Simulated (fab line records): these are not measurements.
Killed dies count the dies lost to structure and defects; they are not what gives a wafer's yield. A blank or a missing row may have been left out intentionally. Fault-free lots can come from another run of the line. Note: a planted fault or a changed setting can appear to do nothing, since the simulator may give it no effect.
8D (eight disciplines) problem report, filled in by code / flow sky130 / the parts of the form that need people (team, actions taken, sign-off) are left out

## 1. PROBLEM STATEMENT
dose_ions_cm2 at SKY_NWELL_IMPLANT_12 reads a mean of 1.4430e+12 on 6 wafers of 2 lots; wafers without a fault read 1.3001e+12 with a standard deviation of 1.5e+09. That is +95 standard deviations from the usual mean.
The first sign was on wafer L310.1 at day 6 04:03, on implanter-03. The record holds 36 wafers of 12 lots with a number at this step. Rule for "out" (also "out of limits"): further than 4 standard deviations from the usual mean. All remaining wafers that have a number are taken as sound.

## 2. WHAT IT IS AND WHAT IT IS NOT
question=which readings at this step | is=dose_ions_cm2 | is not=-
question=which lots | is=L310, L312 | is not=L304, L305, L306, L307, L318, L320, L323, L324, L326, L327
question=which wafers of those lots | is=all that have a number | is not=-
question=read on which tools | is=implanter-03 | is not=implanter-02, implanter-04
question=when | is=from day 6 04:03 | is not=up to then (12 sound wafers); but 18 sound wafers of L318, L320, L323, L324, L326, L327 came after

## 3. SUSPECTS, AND WHAT RULES EACH OUT
Counting: a tool at a process step up to the reading stays a suspect if it ran every lot that is out and no sound lot after the first of them.
- implanter-03 at SKY_NWELL_IMPLANT_12: ruled out as a lasting fault. Following L310 (day 6 04:03), the first lot on it that is out, the sound lots L327 were run on it.
Left after counting: nothing in the record.

## 4. THE CAUSE (what the simulator had put in)
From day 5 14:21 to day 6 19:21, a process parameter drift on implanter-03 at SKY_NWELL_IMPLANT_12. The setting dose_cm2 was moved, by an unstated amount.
Counting ruled it out, wrongly.

## 5. SEQUENCE OF EFFECTS, ordered by route
Rows list readings where the struck wafers' mean (over those with a number) sits beyond 3 standard deviations from the usual. Scope: only readings with a usual standard deviation given in the record; hours: median across lots of the time from each lot's start at the first step in this table that gives one to its start at this step; sigmas: change in usual standard deviations.
hours=0; step=SKY_NWELL_IMPLANT_12; reading=dose_ions_cm2; usual=1.3001e+12; on struck wafers=1.4430e+12; change=+1.4295e+11; sigmas=+95
hours=0; step=SKY_NWELL_IMPLANT_12; reading=faraday_current_uA; usual=7.33; on struck wafers=8.04; change=+0.71; sigmas=+4.8
hours=18; step=SKY_NWELL_RS_MEAS_29; reading=NWELL_RS; usual=624.7 ohm/sq; on struck wafers=619.7; change=-5.0; sigmas=-3.1
It contains these process steps:
- SKY_NWELL_IMPLANT_12
Later measuring or inspecting steps at which every struck wafer that the step has a row for has a number for every such reading, and none has moved that far: SKY_VT_ADJUST_HVTP_OVL_MEAS_08, SKY_GATE_OXIDE_TW_MEAS_14.

## 6. HOW IT WOULD HAVE BEEN CAUGHT EARLIER
In this record no reading fell out of limits until day 6 04:03, 14 hours after the fault had begun at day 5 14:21.
